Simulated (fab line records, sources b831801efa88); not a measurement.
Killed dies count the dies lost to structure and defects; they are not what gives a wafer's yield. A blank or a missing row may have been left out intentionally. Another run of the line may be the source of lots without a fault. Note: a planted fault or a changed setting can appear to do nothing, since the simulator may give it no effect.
A struck lot beside a sound one || flow sky130 || 33 steps out of a route of 708
Sound: these wafers, L244.3, L244.5, L244.6. Struck: wafers L249.3, L249.4, L249.6. The cause is given at the end.
Each step with rows lists, per side, the tool, then ch with its chambers, then its first start. Under that, the readings that differ: sound wafers || struck wafers || difference of the means || sigmas: that difference in standard deviations of wafers without a fault.
alike: readings whose means differ by less than 2 such deviations, and words and numbers that are the same on both sides. not compared: withheld readings, readings that some wafer has no value for, bounds like >300 that may hide the same value, and numbers for which the record gives no deviation and whose values overlap.
The two part at a step that has a row with sigmas, a row that says differs or no value, or rows on one side only. Non-overlapping numbers with no deviation appear without sigmas and do not part them. Lack of a reading on every wafer of one side parts them only where that side has two or more wafers.

first, 4 steps without rows for these wafers: SKY_LOCAL_INTERCONNECT_SOFTBAKE_07 (time 90 s); SKY_LOCAL_INTERCONNECT_EXPOSE_08 (exposes mask LI1M, target cd 170 nm); SKY_LOCAL_INTERCONNECT_PEB_09; SKY_LOCAL_INTERCONNECT_DEVELOP_10 (develop time 60 s).
SKY_LOCAL_INTERCONNECT_CD_MEAS_11 targets a cd of 170 nm.
  sound: cd_sem-02 at day 33 20:49; struck: cd_sem-02 at day 34 22:01
{"reading": "cd_nm (nm)", "sound": "165.8 166.2 166.5", "struck": "172.4 173.2 171.4", "difference": "+6.2", "sigmas": "+4"}
SKY_LOCAL_INTERCONNECT_OVL_MEAS_12:
  sound: overlay-01 at day 33 20:55; struck: overlay-02 at day 34 22:06
  alike: LOCAL_INTERCONNECT_OVL
SKY_LOCAL_INTERCONNECT_ETCH_13: etches BARC in N2/H2, stops on SiO2, time 45.9 s, target depth 60 nm.
  sound on rie_metal-04 ch 0,1, day 33 20:58; struck on rie_metal-03 ch 0,1, day 34 22:08
  alike: drypump_motor_current_A, he_backside_leak_sccm, n2_flow_sccm, oes_product_au, throttle_valve_pct
  not compared: rf_hours_counter_h
then, 1 step without rows for these wafers: SKY_LOCAL_INTERCONNECT_METAL_ETCH_14 (etches TiN in Cl2/BCl3, stops on PSG, target depth 110 nm, time 31.4 s).
SKY_LOCAL_INTERCONNECT_STRIP_15: strips in O2/N2.
  sound on plasma_asher-04 ch 0,1, day 33 21:05; struck on plasma_asher-01 ch 0,1, day 34 22:16
  alike: drypump_motor_current_A, n2_flow_sccm, oes_product_au, strip_time_to_endpoint_s
  not compared: rf_hours_counter_h
then, 3 steps without rows for these wafers: SKY_LOCAL_INTERCONNECT_STRIP_16 (strips in post etch residue remover, time 1200 s); SKY_LOCAL_INTERCONNECT_CLEAN_17 (cleans in IPA, time 180 s); SKY_LOCAL_INTERCONNECT_CLEAN_18 (cleans in O3/DIW).
SKY_CONTACT_CVD_00: deposits Si3N4, target thk 75 nm.
  sound on pecvd-01 ch 0,1, day 33 21:40; struck on pecvd-01 ch 0,2, day 34 22:55
{"reading": "rf_fwd_power_W (W)", "sound": "443.8 442.8 441.8", "struck": "518.3 517.6 514.4", "difference": "+74.0", "sigmas": "+32"}
{"reading": "model.Si3N4_of_CONTACT_CVD_00.thk_nm (nm)", "sound": "75.31 75.38 75.97", "struck": "77.87 79.15 79.74", "difference": "+3.37", "sigmas": ""}
  alike: heater_power_w
SKY_CONTACT_THK_MEAS_01:
  sound: film_metro-01 at day 33 21:43; struck: film_metro-04 at day 34 22:58
{"reading": "CONTACT_CVD_00_THK (nm)", "sound": "75.3 75.4 76.0", "struck": "77.9 79.2 79.8", "difference": "+3.4", "sigmas": "+3"}
then, 1 step without rows for these wafers: SKY_CONTACT_HDPCVD_02 (deposits SiO2, target thk 565 nm, time 94.2 s).
SKY_CONTACT_THK_MEAS_03:
  sound: film_metro-03 at day 33 21:50; struck: film_metro-01 at day 34 23:05
  alike: CONTACT_HDPCVD_THK
then, 1 step without rows for these wafers: SKY_CONTACT_CMP_04 (polishes SiO2).
SKY_CONTACT_BOW_MEAS_05:
  sound: film_metro-01 at day 33 22:13; struck: film_metro-01 at day 34 23:28
  alike: CONTACT_BOW
then, 8 steps without rows for these wafers: SKY_CONTACT_DEHYDRATE_06 (time 60 s); SKY_CONTACT_HMDS_07 (prime time 60 s); SKY_CONTACT_COAT_08 (resist thk 60 nm); SKY_CONTACT_COAT_09 (resist thk 450 nm); SKY_CONTACT_SOFTBAKE_10 (time 90 s); SKY_CONTACT_EXPOSE_11 (exposes mask CTM1, target cd 170 nm); SKY_CONTACT_PEB_12; SKY_CONTACT_DEVELOP_13 (develop time 60 s).
SKY_CONTACT_CD_MEAS_14 targets a cd of 170 nm.
  sound: cd_sem-02 at day 35 01:28; struck: cd_sem-01 at day 36 01:46
  alike: cd_nm
SKY_CONTACT_OVL_MEAS_15:
  sound: overlay-01 at day 35 01:34; struck: overlay-02 at day 36 01:52
  alike: CONTACT_OVL
SKY_CONTACT_ETCH_16: etches BARC in N2/H2, stops on SiO2, time 45.9 s, target depth 60 nm.
  sound on rie_diel-02 ch 0,3, day 35 01:35; struck on rie_diel-02 ch 0,1,2, day 36 01:53
  alike: drypump_motor_current_A, n2_flow_sccm, oes_product_au, throttle_valve_pct
  not compared: rf_hours_counter_h
SKY_CONTACT_ETCH_17: etches SiO2 in C4F8/O2/Ar, stops on Si3N4, target depth 340 nm.
  sound on rie_diel-02 ch 0,3, day 35 01:38; struck on rie_diel-02 ch 0,1,2, day 36 01:56
  alike: oes_product_au
SKY_CONTACT_ETCH_18: etches Si3N4 in CHF3/O2, stops on TiN, time 39 s, target depth 75 nm.
  sound on rie_diel-02 ch 0,3; struck on rie_diel-02 ch 0,1,2
{"reading": "oes_product_au (a.u.)", "sound": "0.844 0.862 0.867", "struck": "0.877 0.881 0.887", "difference": "+0.024", "sigmas": "+3"}
{"reading": "model.etch.depth_nm (nm)", "sound": "75.31 75.38 75.97", "struck": "77.87 79.15 79.74", "difference": "+3.37", "sigmas": ""}
  alike: drypump_motor_current_A, throttle_valve_pct
  not compared: rf_hours_counter_h
SKY_CONTACT_STRIP_19: strips in O2/N2.
  sound on plasma_asher-02 ch 0,1, day 35 01:45; struck on plasma_asher-03 ch 0,1, day 36 02:03
  alike: drypump_motor_current_A, n2_flow_sccm, oes_product_au, strip_time_to_endpoint_s
  not compared: rf_hours_counter_h
-- the record jumps here: 13 days lie between the struck wafers' starts before and after (it left off in module CONTACT and takes up again in module PAD_OPEN, whose first step shown is number 708 of the route) --
SKY_PAD_OPEN_PROBE_99:
  sound: prober-01 at day 48 11:49; struck: prober-02 at day 49 06:53
  alike: killed_at_M0_to_M3, killed_at_M4_up, killed_at_contacts, killed_at_front_end, killed_at_other, killed_dies, killed_on_rim, killed_open, killed_short

== WHERE THEY PART ==
First at SKY_LOCAL_INTERCONNECT_CD_MEAS_11; last, within this record, at SKY_CONTACT_ETCH_18. Later steps at which nothing parts them and some readings are alike: SKY_CONTACT_STRIP_19, SKY_PAD_OPEN_PROBE_99.

WHY: the cause the simulator had injected
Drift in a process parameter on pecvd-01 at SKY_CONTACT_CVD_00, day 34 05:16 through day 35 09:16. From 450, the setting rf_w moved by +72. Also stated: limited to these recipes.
